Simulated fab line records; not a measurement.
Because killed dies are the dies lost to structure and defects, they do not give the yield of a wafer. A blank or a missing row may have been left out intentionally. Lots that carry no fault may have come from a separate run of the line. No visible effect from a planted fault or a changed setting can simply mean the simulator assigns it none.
The tool behind it: which one? ; flow sky130 ; 42 wafers from 14 lots sampled at 3 of the route's 708 steps

WHAT THE GAUGES SHOWED, per wafer
SKY_VIA4_THK_MEAS_01. Usual: VIA4_HDPCVD_THK 1754 nm, standard deviation 21.
lot;measured;on;VIA4_HDPCVD_THK (nm);flag
L114;day 43 04:25;film-metro-01;1759 1777 1749;
L113;day 43 05:32;film-metro-01;1751 1750 1761;
L115;day 43 16:23;film-metro-01;1740 1740 1754;
L116;day 43 17:03;film-metro-01;1734 1706 1720;
L119;day 44 15:32;film-metro-01;1749 1735 1731;
L120;day 44 23:34;film-metro-01;1752 1754 1740;
L122;day 45 05:45;film-metro-01;1768 1773 1755;
L123;day 45 11:29;film-metro-01;1755 1768 1758;
L124;day 45 18:03;film-metro-02;1775 1778 1777;
L125;day 46 11:08;film-metro-02;1751 1786 1785;
L128;day 46 18:20;film-metro-01;1787 1734 1745;
L130;day 47 06:41;film-metro-01;1770 1772 1735;
L131;day 47 08:38;film-metro-01;1779 1797 1781;
L135;day 48 11:43;film-metro-02;1769 1781 1718;

WHICH TOOL RAN EACH LOT (tool, then ch and the chambers of the sampled wafers, then the start)
lot;SKY_LI_CONTACT_SPUTTER_20;SKY_METAL4_ETCH_17
L114;pvd-sputter-02, day 30 12:36;rie-diel-02 ch 1,3, day 43 03:26
L113;pvd-sputter-03, day 30 13:04;rie-diel-01 ch 2,3, day 43 04:34
L115;pvd-sputter-04, day 30 23:30;rie-diel-03 ch 0,3, day 43 15:25
L116;pvd-sputter-04, day 31 02:29;rie-diel-02 ch 0,2,3, day 43 16:04
L119;pvd-sputter-02, day 32 03:56;rie-diel-02 ch 1,2,3, day 44 14:28
L120;pvd-sputter-04, day 32 11:26;rie-diel-01 ch 2,3, day 44 22:32
L122;pvd-sputter-03, day 32 18:13;rie-diel-02 ch 2,3, day 45 04:46
L123;pvd-sputter-04, day 33 04:43;rie-diel-01 ch 1,2,3, day 45 10:29
L124;pvd-sputter-03, day 33 12:44;rie-diel-01 ch 0,1, day 45 17:03
L125;pvd-sputter-03, day 34 08:16;rie-diel-01 ch 1,2, day 46 10:05
L128;pvd-sputter-04, day 34 18:11;rie-diel-03 ch 0,1, day 46 16:53
L130;pvd-sputter-04, day 35 10:52;rie-diel-01 ch 1,2,3, day 47 05:41
L131;pvd-sputter-04, day 35 14:37;rie-diel-03 ch 1,2,3, day 47 07:34
L135;pvd-sputter-02, day 37 00:02;rie-diel-02 ch 1,2, day 48 10:44
- SKY_LI_CONTACT_SPUTTER_20: material TiN, target thk 20 nm, time 80 s.
- SKY_METAL4_ETCH_17: etches SiO2 in C4F8/O2/Ar, stops on TiN, time 3.9 s, target depth 15 nm.

WHAT THE TOOLS THEMSELVES READ (means of the sampled wafers that have a number; where no wafer has one, the mark that the record gives instead)
SKY_LI_CONTACT_SPUTTER_20. Usual: throttle-valve-pct 30.3 %, standard deviation 0.87.
lot;tool;throttle-valve-pct (%);flag
L114;pvd-sputter-02;30.2;
L113;pvd-sputter-03;30.3;
L115;pvd-sputter-04;30.9;
L116;pvd-sputter-04;30.5;
L119;pvd-sputter-02;29.6;
L120;pvd-sputter-04;30.0;
L122;pvd-sputter-03;30.7;
L123;pvd-sputter-04;30.0;
L124;pvd-sputter-03;29.7;
L125;pvd-sputter-03;31.1;
L128;pvd-sputter-04;30.1;
L130;pvd-sputter-04;30.2;
L131;pvd-sputter-04;31.3;
L135;pvd-sputter-02;29.8;

SKY_METAL4_ETCH_17. Usual: oes-product-au 0.751 a.u., standard deviation 0.0079.
lot;tool;oes-product-au (a.u.);flag
L114;rie-diel-02;0.746;
L113;rie-diel-01;0.746;
L115;rie-diel-03;0.746;
L116;rie-diel-02;0.746;
L119;rie-diel-02;0.747;
L120;rie-diel-01;0.757;
L122;rie-diel-02;0.756;
L123;rie-diel-01;0.752;
L124;rie-diel-01;0.754;
L125;rie-diel-01;0.744;
L128;rie-diel-03;0.752;
L130;rie-diel-01;0.757;
L131;rie-diel-03;0.759;
L135;rie-diel-02;0.754;

THE ANSWER, worked out from the rows above alone
Rule: a lot is off if the mean of its wafers that have a number lies more than 3 standard deviations from the usual mean. A lot without any number at a reading at which 4 lots or more have one is off too. Any other lot the step has rows for is counted as sound. Order of review: gauges by route order, followed by the tools' own readings, for which a lot's mean as printed above is used. At the first step where some lot is off, the reading lying furthest off is the one used; lots without a number count as furthest.
No lot is off on any of the readings shown, so nothing can be concluded from this.

WHAT WAS PUT IN BY THE SIMULATOR
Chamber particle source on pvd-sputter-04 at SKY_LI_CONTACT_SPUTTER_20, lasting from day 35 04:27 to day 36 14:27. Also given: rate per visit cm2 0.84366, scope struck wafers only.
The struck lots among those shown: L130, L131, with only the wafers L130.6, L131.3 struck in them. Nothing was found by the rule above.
